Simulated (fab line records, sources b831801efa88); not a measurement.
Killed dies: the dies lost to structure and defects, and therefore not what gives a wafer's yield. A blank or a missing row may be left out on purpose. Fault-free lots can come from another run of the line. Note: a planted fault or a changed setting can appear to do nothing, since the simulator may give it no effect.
A lot that was struck, set against a sound lot    flow sky130    31 out of 708 route steps
Sound: the wafers L368.2, L368.5, L368.6. Wafers struck: L365.1, L365.4, L365.6. Last of all comes the cause.
At each step with rows: each side's tool, then ch and its chambers, then its first start. Under that, the readings that differ: sound wafers    struck wafers    difference of the means    sigmas: that difference in standard deviations of wafers without a fault.
alike: readings whose means differ by less than 2 such deviations, and words and numbers that are the same on both sides. not compared: withheld readings, readings that some wafer has no value for, bounds like >300 that may hide the same value, and numbers for which the record gives no deviation and whose values overlap.
A row with sigmas, a row that says differs or no value, or rows on one side alone: a step with any of these is where the two part. When numbers do not overlap yet have no deviation, they are printed without sigmas and do not part them. A reading missing from all wafers of one side parts the sides only when that side holds two or more wafers.

first, 1 step without rows for these wafers: SKY_NWELL_IMPLANT_13.
SKY_NWELL_STRIP_14: strips in O2/N2.
  sound on plasma-asher-02 ch 0,1, day 6 03:40; struck on plasma-asher-01 ch 0,1, day 5 12:16
  alike: chamber-pressure-mTorr, drypump-motor-current-A, oes-product-au, strip-time-to-endpoint-s
  not compared: rf-hours-counter-h
SKY_NWELL_TW_MEAS_15:
  sound on film-metro-04 at day 6 03:46; struck on film-metro-03 at day 5 12:22
  alike: NWELL_TW
then, 7 steps without rows for these wafers: SKY_NWELL_DEHYDRATE_16 (time 60 s); SKY_NWELL_HMDS_17 (prime time 62.83 s); SKY_NWELL_COAT_18 (resist thk 3000 nm); SKY_NWELL_SOFTBAKE_19; SKY_NWELL_EXPOSE_20 (exposes mask NWM COMPLEMENT, target cd 840 nm); SKY_NWELL_PEB_21; SKY_NWELL_DEVELOP_22 (develop time 60 s).
SKY_NWELL_OVL_MEAS_23:
  sound on overlay-01 at day 6 22:59; struck on overlay-02 at day 6 06:40
  alike: NWELL_01_OVL
next, for these wafers, 1 step has no rows: SKY_NWELL_IMPLANT_24.
SKY_NWELL_STRIP_25: strips in O2/N2.
  sound on plasma-asher-03 ch 0,1, day 6 23:10; struck on plasma-asher-02 ch 0,1, day 6 06:52
  no value came back on the struck wafers for chamber-pressure-mTorr (mTorr), drypump-motor-current-A (A), oes-product-au (a.u.), strip-time-to-endpoint-s (s); on the sound wafers chamber-pressure-mTorr (mTorr) reads 1498.0 1497.7 1499.7
reading                                  sound  struck          difference  sigmas
model.coat_of_NWELL_COAT_18.thk-nm (nm)  0 0 0  3009 3006 3004  +3006       
  not compared: rf-hours-counter-h
SKY_NWELL_TW_MEAS_26:
  sound on film-metro-04 at day 6 23:16; struck on film-metro-02 at day 6 06:58
  alike: NWELL_2_TW
then, 1 step without rows for these wafers: SKY_NWELL_CLEAN_27 (cleans in SC1/SC2, time 150 s).
SKY_NWELL_RTA_28: time 30 s.
  sound on rtp-anneal-01 ch 0, day 6 23:23; struck on rtp-anneal-01 ch 0, day 6 07:05
  alike: lamp-power-pct, wafer_temp_C_max
SKY_NWELL_RS_MEAS_29: uses a four-point probe to measure.
  sound on film-metro-02 at day 6 23:30; struck on film-metro-04 at day 6 07:11
  alike: NWELL_RS
SKY_NWELL_RS_MEAS_31: uses a four-point probe to measure.
  sound on film-metro-02 at day 6 23:44; struck on film-metro-04 at day 6 07:25
  alike: PWDE_RS
then, 7 steps without rows for these wafers: SKY_VT_ADJUST_HVTP_DEHYDRATE_00 (time 60 s); SKY_VT_ADJUST_HVTP_HMDS_01 (prime time 60 s); SKY_VT_ADJUST_HVTP_COAT_02 (resist thk 1140 nm); SKY_VT_ADJUST_HVTP_SOFTBAKE_03 (time 60 s); SKY_VT_ADJUST_HVTP_EXPOSE_04 (exposes mask HVTPM, target cd 380 nm); SKY_VT_ADJUST_HVTP_PEB_05; SKY_VT_ADJUST_HVTP_DEVELOP_06 (develop time 60 s).
SKY_VT_ADJUST_HVTP_CD_MEAS_07: the cd target is 380 nm.
  sound on cd-sem-01 at day 7 19:29; struck on cd-sem-01 at day 7 02:31
  alike: cd-nm
SKY_VT_ADJUST_HVTP_OVL_MEAS_08:
  sound on overlay-01 at day 7 19:36; struck on overlay-02 at day 7 02:38
  alike: VT_ADJUST_HVTP_OVL
next, for these wafers, 1 step has no rows: SKY_VT_ADJUST_HVTP_IMPLANT_09.
SKY_VT_ADJUST_HVTP_STRIP_10: strips in O2/N2.
  sound on plasma-asher-03 ch 0,1, day 7 19:47; struck on plasma-asher-01 ch 0,1, day 7 02:50
reading                       sound              struck             difference  sigmas
oes-product-au (a.u.)         0.715 0.705 0.719  0.736 0.726 0.728  +0.017      +4
strip-time-to-endpoint-s (s)  14.27 14.21 14.23  58.89 58.80 58.76  +44.58      +99 or more
  alike: chamber-pressure-mTorr, drypump-motor-current-A
  not compared: rf-hours-counter-h
SKY_VT_ADJUST_HVTP_TW_MEAS_11:
  sound on film-metro-01 at day 7 19:53; struck on film-metro-03 at day 7 03:10
reading            sound           struck    difference  sigmas
VT_ADJUST_HVTP_TW  1346 1350 1347  30 30 30  -1318       -82
  not compared: hold
SKY_PAD_OPEN_PROBE_99:
  rows exist in the record for the sound wafers here (prober-02, day 47 15:09), none for the struck ones

WHERE THEY PART
Last at SKY_PAD_OPEN_PROBE_99 as far as this record goes, first at SKY_NWELL_STRIP_25.

WHY: the cause the simulator had injected
Whole step skipped at SKY_NWELL_STRIP_25 on plasma-asher-02, starting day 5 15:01. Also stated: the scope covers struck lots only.
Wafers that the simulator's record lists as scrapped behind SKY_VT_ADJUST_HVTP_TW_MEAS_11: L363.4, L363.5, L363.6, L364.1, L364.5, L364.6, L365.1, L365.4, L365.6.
